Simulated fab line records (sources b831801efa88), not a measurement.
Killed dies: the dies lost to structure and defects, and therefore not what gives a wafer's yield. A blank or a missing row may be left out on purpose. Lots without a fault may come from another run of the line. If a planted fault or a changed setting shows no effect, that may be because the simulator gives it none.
Matching of chambers || flow sky130 || SKY_SPACER_ETCHBACK_02 on rie diel-04 has 4 sister chambers
The step etches Si3N4 in CH3F/O2, stops on SiO2, time 46.7 s, target depth 45 nm. 7 wafers are shown with their chamber, then 7 later ones without.

== WAFERS PAIRED WITH THEIR CHAMBERS ==
{"wafer": "L911.5", "chamber": 3, "O2_flow_sccm (sccm)": 30.14, "throttle valve pct (%)": 10.561}
{"wafer": "L920.1", "chamber": 1, "O2_flow_sccm (sccm)": 29.97, "throttle valve pct (%)": 10.568}
{"wafer": "L925.2", "chamber": 0, "O2_flow_sccm (sccm)": 30.19, "throttle valve pct (%)": 10.539}
{"wafer": "L925.3", "chamber": 3, "O2_flow_sccm (sccm)": 30.02, "throttle valve pct (%)": 10.565}
{"wafer": "L925.6", "chamber": 2, "O2_flow_sccm (sccm)": 29.96, "throttle valve pct (%)": 10.552}
{"wafer": "L927.3", "chamber": 0, "O2_flow_sccm (sccm)": 30.05, "throttle valve pct (%)": 10.567}
{"wafer": "L927.4", "chamber": 2, "O2_flow_sccm (sccm)": 29.87, "throttle valve pct (%)": 10.569}

== WAFERS WITHOUT THEIR CHAMBER ==
{"wafer": "L927.6", "O2_flow_sccm (sccm)": 30.15, "throttle valve pct (%)": 10.580}
{"wafer": "L928.2", "O2_flow_sccm (sccm)": 30.00, "throttle valve pct (%)": 10.570}
{"wafer": "L928.3", "O2_flow_sccm (sccm)": 30.07, "throttle valve pct (%)": 10.571}
{"wafer": "L928.4", "O2_flow_sccm (sccm)": 29.78, "throttle valve pct (%)": 10.554}
{"wafer": "L933.2", "O2_flow_sccm (sccm)": 29.96, "throttle valve pct (%)": 10.579}
{"wafer": "L933.4", "O2_flow_sccm (sccm)": 30.06, "throttle valve pct (%)": 10.566}
{"wafer": "L933.5", "O2_flow_sccm (sccm)": 30.14, "throttle valve pct (%)": 10.558}

== WHICH CHAMBER EACH ONE RAN IN ==
{"wafer": "L927.6", "from the rows above": "can't be placed: 3 or 0 or 1 or 2", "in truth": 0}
{"wafer": "L928.2", "from the rows above": "can't be placed: 1 or 3 or 2 or 0", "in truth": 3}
{"wafer": "L928.3", "from the rows above": "can't be placed: 3 or 1 or 0 or 2", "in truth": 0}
{"wafer": "L928.4", "from the rows above": "can't be placed: 2 or 1 or 3", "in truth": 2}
{"wafer": "L933.2", "from the rows above": "can't be placed: 1 or 2 or 3 or 0", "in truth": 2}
{"wafer": "L933.4", "from the rows above": "can't be placed: 3 or 1 or 0 or 2", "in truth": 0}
{"wafer": "L933.5", "from the rows above": "can't be placed: 0 or 3 or 1", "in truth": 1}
Correctly placed: 0 of 7. From these rows, 7 cannot be placed; in 7 the true chamber is one of the candidates. Placed wrongly: 0.
How it was worked out, from the rows above alone: a wafer's distance from a chamber is the root of the sum, over the readings, of the square of ((its reading less the chamber's mean) divided by the reading's scatter). The wafer belongs to the nearest chamber; if the next one is less than 2 further off, it can't be placed. For every chamber, the mean is computed from those of its wafers that are shown. The scatter is the square root of a quotient: the sum, over the shown wafers, of each reading's squared deviation from its chamber's mean, divided by wafers minus chambers.
